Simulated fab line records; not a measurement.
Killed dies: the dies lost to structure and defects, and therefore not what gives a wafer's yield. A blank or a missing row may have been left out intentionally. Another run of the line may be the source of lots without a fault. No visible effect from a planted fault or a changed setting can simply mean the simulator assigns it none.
Matching of chambers / flow gf180mcu / 3 sister chambers for GF_SAB_WET_ETCH_12 on wet-bench-01
The step etches SiO2 in dHF, target depth 22 nm, time 440 s. 14 wafers are shown with their chamber, then 7 later ones without.

== WAFERS PAIRED WITH THEIR CHAMBERS ==
wafer=L879.1; chamber=2; bath-heat-duty-pct (%)=6.5; temp-c (C)=24.85
wafer=L879.5; chamber=2; bath-heat-duty-pct (%)=6.1; temp-c (C)=25.18
wafer=L879.6; chamber=2; bath-heat-duty-pct (%)=6.5; temp-c (C)=25.08
wafer=L881.2; chamber=3; bath-heat-duty-pct (%)=5.2; temp-c (C)=24.97
wafer=L881.4; chamber=3; bath-heat-duty-pct (%)=5.8; temp-c (C)=24.99
wafer=L881.6; chamber=3; bath-heat-duty-pct (%)=5.9; temp-c (C)=25.15
wafer=L895.3; chamber=0; bath-heat-duty-pct (%)=5.6; temp-c (C)=24.96
wafer=L895.4; chamber=0; bath-heat-duty-pct (%)=5.2; temp-c (C)=25.05
wafer=L895.6; chamber=0; bath-heat-duty-pct (%)=5.9; temp-c (C)=24.89
wafer=L897.2; chamber=3; bath-heat-duty-pct (%)=6.3; temp-c (C)=24.89
wafer=L897.5; chamber=3; bath-heat-duty-pct (%)=5.4; temp-c (C)=24.88
wafer=L897.6; chamber=3; bath-heat-duty-pct (%)=5.6; temp-c (C)=25.03
wafer=L896.1; chamber=0; bath-heat-duty-pct (%)=6.1; temp-c (C)=25.08
wafer=L896.3; chamber=0; bath-heat-duty-pct (%)=6.0; temp-c (C)=24.97

SIGNATURES (means of the wafers above)
reading=bath-heat-duty-pct; chamber 0=5.760; chamber 2=6.367; chamber 3=5.700; scatter within a chamber=0.357
reading=temp-c; chamber 0=24.9900; chamber 2=25.0367; chamber 3=24.9850; scatter within a chamber=0.109
Rule: for a wafer and a chamber, the distance is found by dividing, reading by reading, the gap between the wafer's reading and the chamber's mean by the reading's scatter, squaring, summing and taking the root. If the next closest chamber is less than 2 further off than the closest, the wafer can't be placed; otherwise it belongs to the closest. How the scatter is found: for the shown wafers, subtract from each reading the mean of its chamber, square and add these, divide the total by (wafers less chambers), then take the root.

== WAFERS WHOSE CHAMBER IS MISSING ==
wafer=L896.5; bath-heat-duty-pct (%)=5.1; temp-c (C)=25.07
wafer=L898.2; bath-heat-duty-pct (%)=6.7; temp-c (C)=24.96
wafer=L898.5; bath-heat-duty-pct (%)=5.9; temp-c (C)=24.95
wafer=L898.6; bath-heat-duty-pct (%)=5.7; temp-c (C)=24.99
wafer=L900.1; bath-heat-duty-pct (%)=5.5; temp-c (C)=24.91
wafer=L900.4; bath-heat-duty-pct (%)=6.5; temp-c (C)=24.94
wafer=L900.5; bath-heat-duty-pct (%)=4.9; temp-c (C)=25.02

== EACH ONE'S CHAMBER ==
wafer=L896.5; from the rows above=can't be placed: 3 or 0 or 2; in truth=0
wafer=L898.2; from the rows above=can't be placed: 2 or 0 or 3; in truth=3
wafer=L898.5; from the rows above=can't be placed: 0 or 3 or 2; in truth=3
wafer=L898.6; from the rows above=can't be placed: 3 or 0 or 2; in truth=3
wafer=L900.1; from the rows above=can't be placed: 3 or 0 or 2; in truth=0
wafer=L900.4; from the rows above=can't be placed: 2 or 0 or 3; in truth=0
wafer=L900.5; from the rows above=can't be placed: 3 or 0 or 2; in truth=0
Placed correctly: 0 of 7. Not placeable from these rows: 7 (in 7, the candidates include the true chamber). Wrongly placed: 0.
